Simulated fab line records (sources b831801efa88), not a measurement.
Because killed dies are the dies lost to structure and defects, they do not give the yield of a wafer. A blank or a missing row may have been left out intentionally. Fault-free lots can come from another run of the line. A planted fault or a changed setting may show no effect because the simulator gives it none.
Comparing a struck lot with a sound one    flow gf180mcu    15 steps out of a route of 602
Sound: these wafers, L493.3, L493.4, L493.5. Struck: wafer L506.5; the same lot's L506.1 was not struck, so it is left out; see the end for the cause.
At each step with rows: each side's tool, then ch and its chambers, then its first start. Under that, the readings that differ: sound wafers    struck wafers    difference of the means    sigmas: that difference in standard deviations of wafers without a fault.
alike: a reading whose means differ by less than 2 such deviations, as well as words and numbers matching on both sides. not compared: withheld readings; readings where some wafer has no value; bounds like >300 that might hide an equal value; numbers whose values overlap and for which the record gives no deviation.
The two part at a step that has a row with sigmas, a row that says differs or no value, or rows on one side only. Numbers that don't overlap but have no deviation are shown without sigmas and don't part them. A reading missing from all wafers of one side parts the sides only when that side holds two or more wafers.

first, 3 steps without rows for these wafers: GF_CONTACT_EXPOSE_11 (exposes mask Contact, target cd 220 nm); GF_CONTACT_PEB_12 (peb time 90 s); GF_CONTACT_DEVELOP_13 (develop time 60 s).
GF_CONTACT_CD_MEAS_14: target cd 220 nm.
  struck on cd sem-02, day 21 04:10; sound on cd sem-01, day 15 23:25
  alike: cd nm
GF_CONTACT_OVL_MEAS_15:
  struck on overlay-01, day 21 04:17; sound on overlay-02, day 15 23:31
  alike: CONTACT_OVL
GF_CONTACT_ETCH_16: etches BARC in N2/H2.
  sound on rie diel-04 ch 0,1,3, day 15 23:32; struck on rie diel-04 ch 3, day 21 04:20
  alike: bias w, drypump motor current A, n2 flow sccm, oes product au, throttle valve pct
GF_CONTACT_ETCH_17: etches SiO2 in C4F8/O2/Ar, stops on CoSi2, target depth 860 nm.
  sound: rie diel-04 ch 0,1,3; struck: rie diel-04 ch 3
  alike: bias w, oes product au
GF_CONTACT_STRIP_18: strips in O2/N2.
  sound on plasma asher-03 ch 0,1, day 15 23:44; struck on plasma asher-03 ch 0, day 21 04:29
  alike: drypump motor current A, heater power w, n2 flow sccm, oes product au
  not compared: rf hours counter h
then, 3 steps without rows for these wafers: GF_CONTACT_CLEAN_19 (cleans in SPM); GF_CONTACT_CLEAN_20 (cleans in DIW); GF_CONTACT_CLEAN_21 (cleans in dHF, time 20 s).
GF_CONTACT_SPUTTER_22: material Ti, target thk 15 nm, time 80.02 s.
  struck on pvd sputter-04, day 21 04:47; sound on pvd sputter-04, day 16 00:00
  alike: throttle valve pct
GF_CONTACT_SPUTTER_23: material TiN, target thk 10 nm, time 40 s.
  struck on pvd sputter-04, day 21 04:51; sound on pvd sputter-04, day 16 00:04
reading                                      sound              struck  difference  sigmas
model.TiN_of_CONTACT_SPUTTER_23.thk nm (nm)  9.947 9.996 9.911  10.37   +0.42       
  alike: throttle valve pct
GF_CONTACT_CVD_24: deposits W, target thk 300 nm, time 90.339 s.
  sound on cvd w-01 ch 0,1, day 16 00:08; struck on cvd w-02 ch 0, day 21 04:53
  alike: chamber pressure Torr, heater power outer w, heater power w
-- the record jumps here: 12 days lie between the struck wafers' starts before and after (it left off in module CONTACT and takes up again in module PASSIVATION, whose first step shown is number 602 of the route) --
GF_PASSIVATION_PROBE_99:
  only the struck wafers here have rows in the record (prober-01, day 32 21:21); the sound ones have none

WHERE THEY PART
Only at GF_PASSIVATION_PROBE_99, as far as this record shows.

WHY: whatever the simulator had introduced
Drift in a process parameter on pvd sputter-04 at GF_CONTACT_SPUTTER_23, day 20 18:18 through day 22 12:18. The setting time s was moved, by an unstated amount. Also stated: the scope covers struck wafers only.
